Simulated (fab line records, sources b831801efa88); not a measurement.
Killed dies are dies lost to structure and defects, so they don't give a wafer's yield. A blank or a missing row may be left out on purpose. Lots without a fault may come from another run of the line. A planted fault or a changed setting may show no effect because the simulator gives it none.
A struck lot beside a sound one | flow sky130 | 16 steps out of a route of 708
Sound: wafers L176.1, L176.4, L176.6. Struck: wafers L185.1, L185.3, L185.6. The cause comes at the end.
At each step with rows: each side's tool, then ch and its chambers, then its first start. Under that, the readings that differ: sound wafers | struck wafers | difference of the means | sigmas: that difference in standard deviations of wafers without a fault.
alike: readings whose means differ by less than 2 such deviations, and words and numbers that are the same on both sides. not compared: withheld readings, readings that some wafer has no value for, bounds like >300 that may hide the same value, and numbers for which the record gives no deviation and whose values overlap.
The two part at a step that has a row with sigmas, a row that says differs or no value, or rows on one side only. Numbers that don't overlap but have no deviation are shown without sigmas and don't part them. A reading that every wafer of one side lacks parts them only if that side has two wafers or more.

SKY_VT_ADJUST_HVTP_OVL_MEAS_08:
  sound on overlay-02, day 9 16:32; struck on overlay-02, day 11 23:53
  alike: VT_ADJUST_HVTP_OVL
then, 1 step without rows for these wafers: SKY_VT_ADJUST_HVTP_IMPLANT_09.
SKY_VT_ADJUST_HVTP_STRIP_10: strips in O2/N2.
  sound on plasma_asher-04 ch 0,1, day 9 16:43; struck on plasma_asher-04 ch 0,1, day 12 00:04
  alike: drypump_motor_current_A, oes_product_au, strip_time_to_endpoint_s
  not compared: rf_hours_counter_h
SKY_VT_ADJUST_HVTP_TW_MEAS_11:
  sound on film_metro-01, day 9 16:49; struck on film_metro-01, day 12 00:10
  alike: VT_ADJUST_HVTP_TW
then, 7 steps without rows for these wafers: SKY_VT_ADJUST_LVTN_DEHYDRATE_00 (time 60 s); SKY_VT_ADJUST_LVTN_HMDS_01 (prime time 60 s); SKY_VT_ADJUST_LVTN_COAT_02 (resist thk 3000 nm); SKY_VT_ADJUST_LVTN_SOFTBAKE_03; SKY_VT_ADJUST_LVTN_EXPOSE_04 (exposes mask NWM COMPLEMENT LESS NATIVE, target cd 840 nm); SKY_VT_ADJUST_LVTN_PEB_05; SKY_VT_ADJUST_LVTN_DEVELOP_06 (develop time 60 s).
SKY_VT_ADJUST_LVTN_OVL_MEAS_07:
  sound on overlay-01, day 10 14:53; struck on overlay-01, day 12 23:55
  alike: VT_ADJUST_LVTN_OVL
SKY_VT_ADJUST_LVTN_IMPLANT_08:
  sound on implanter-04 ch 0, day 10 14:55; struck on implanter-03 ch 0, day 12 23:56
  reading            | sound                            | struck                           | difference  | sigmas
  dose_ions_cm2      | 1.5705e+12 1.5686e+12 1.5688e+12 | 1.1045e+12 1.1043e+12 1.1048e+12 | -4.6477e+11 | -99 or more
  faraday_current_uA | 8.95 8.52 8.84                   | 6.18 6.30 6.24                   | -2.53       | -15
SKY_VT_ADJUST_LVTN_STRIP_09: strips in O2/N2.
  sound on plasma_asher-03 ch 0, day 10 15:04; struck on plasma_asher-01 ch 0,1, day 13 00:05
  alike: drypump_motor_current_A, oes_product_au, strip_time_to_endpoint_s
  not compared: rf_hours_counter_h
SKY_VT_ADJUST_LVTN_TW_MEAS_10:
  sound on film_metro-01, day 10 15:10; struck on film_metro-01, day 13 00:25
  reading           | sound             | struck            | difference | sigmas
  VT_ADJUST_LVTN_TW | 241.6 240.8 241.5 | 218.8 217.5 219.4 | -22.7      | -21
  not compared: hold
-- the record jumps here: 38 days lie between the struck wafers' starts before and after (it left off in module VT_ADJUST_LVTN and takes up again in module PAD_OPEN, whose first step shown is number 708 of the route) --
SKY_PAD_OPEN_PROBE_99:
  sound on prober-02, day 49 03:53; struck on prober-01, day 50 19:52
  reading                                   | sound                | struck               | difference | sigmas
  model.etest.nfet_01v8_lvt.vt_sat_v (V)    | 0.5369 0.5427 0.539  | 0.5193 0.5265 0.5124 | -0.0201    |
  model.etest.nfet_01v8_lvt.body_rise_v (V) | 0.1504 0.1497 0.1508 | 0.1396 0.1392 0.1368 | -0.0118    |
  alike: killed_at_M0_to_M3, killed_at_M4_up, killed_at_contacts, killed_at_front_end, killed_at_other, killed_dies, killed_on_rim, killed_open, killed_short

WHERE THEY PART
First at SKY_VT_ADJUST_LVTN_IMPLANT_08; last, within this record, at SKY_VT_ADJUST_LVTN_TW_MEAS_10. Later steps at which nothing parts them and some readings are alike: SKY_PAD_OPEN_PROBE_99.

WHY: what the simulator had put in
Process parameter drift: implanter-03, from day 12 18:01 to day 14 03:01, at SKY_VT_ADJUST_LVTN_IMPLANT_08. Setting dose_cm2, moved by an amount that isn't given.
